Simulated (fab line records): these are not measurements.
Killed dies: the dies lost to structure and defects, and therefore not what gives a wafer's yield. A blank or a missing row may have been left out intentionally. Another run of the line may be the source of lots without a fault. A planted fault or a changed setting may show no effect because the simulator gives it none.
Matching of chambers :: flow sky130 :: 4 sister chambers for SKY_VIA1_CMP_02 on cmp-01
The step polishes SiO2. 8 wafers are shown with their chamber, then 7 later ones without.

WAFERS WITH THEIR CHAMBER
wafer: L213.2
chamber: 0
motor_current_A (A): 10.5

wafer: L219.5
chamber: 2
motor_current_A (A): 13.3

wafer: L222.3
chamber: 2
motor_current_A (A): 12.1

wafer: L222.5
chamber: 3
motor_current_A (A): 12.0

wafer: L223.1
chamber: 0
motor_current_A (A): 10.3

wafer: L223.6
chamber: 1
motor_current_A (A): 11.6

wafer: L225.2
chamber: 1
motor_current_A (A): 12.7

wafer: L225.3
chamber: 3
motor_current_A (A): 12.0

WAFERS MISSING THEIR CHAMBER
wafer: L225.6
motor_current_A (A): 13.1

wafer: L227.3
motor_current_A (A): 12.2

wafer: L227.4
motor_current_A (A): 10.0

wafer: L227.6
motor_current_A (A): 12.6

wafer: L230.2
motor_current_A (A): 12.4

wafer: L230.3
motor_current_A (A): 12.6

wafer: L230.5
motor_current_A (A): 12.3

THE CHAMBER EACH PASSED THROUGH
wafer: L225.6
from the rows above: can't be placed: 2 or 1 or 3
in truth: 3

wafer: L227.3
from the rows above: can't be placed: 1 or 3 or 2
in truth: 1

wafer: L227.4
from the rows above: 0
in truth: 0

wafer: L227.6
from the rows above: can't be placed: 2 or 1 or 3
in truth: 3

wafer: L230.2
from the rows above: can't be placed: 1 or 2 or 3
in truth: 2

wafer: L230.3
from the rows above: can't be placed: 2 or 1 or 3
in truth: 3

wafer: L230.5
from the rows above: can't be placed: 1 or 3 or 2
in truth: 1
Placed correctly: 1 of 7. These rows do not allow placing 6 (true chamber among the candidates in 6). Wrongly placed: 0.
How it was worked out, from the rows above alone: a wafer's distance from a chamber is the root of the sum, over the readings, of the square of ((its reading less the chamber's mean) divided by the reading's scatter). If the next closest chamber is less than 2 further off than the closest, the wafer can't be placed; otherwise it belongs to the closest. Each chamber's mean is taken over the wafers shown for it. The scatter is the square root of a quotient: the sum, over the shown wafers, of each reading's squared deviation from its chamber's mean, divided by wafers minus chambers.
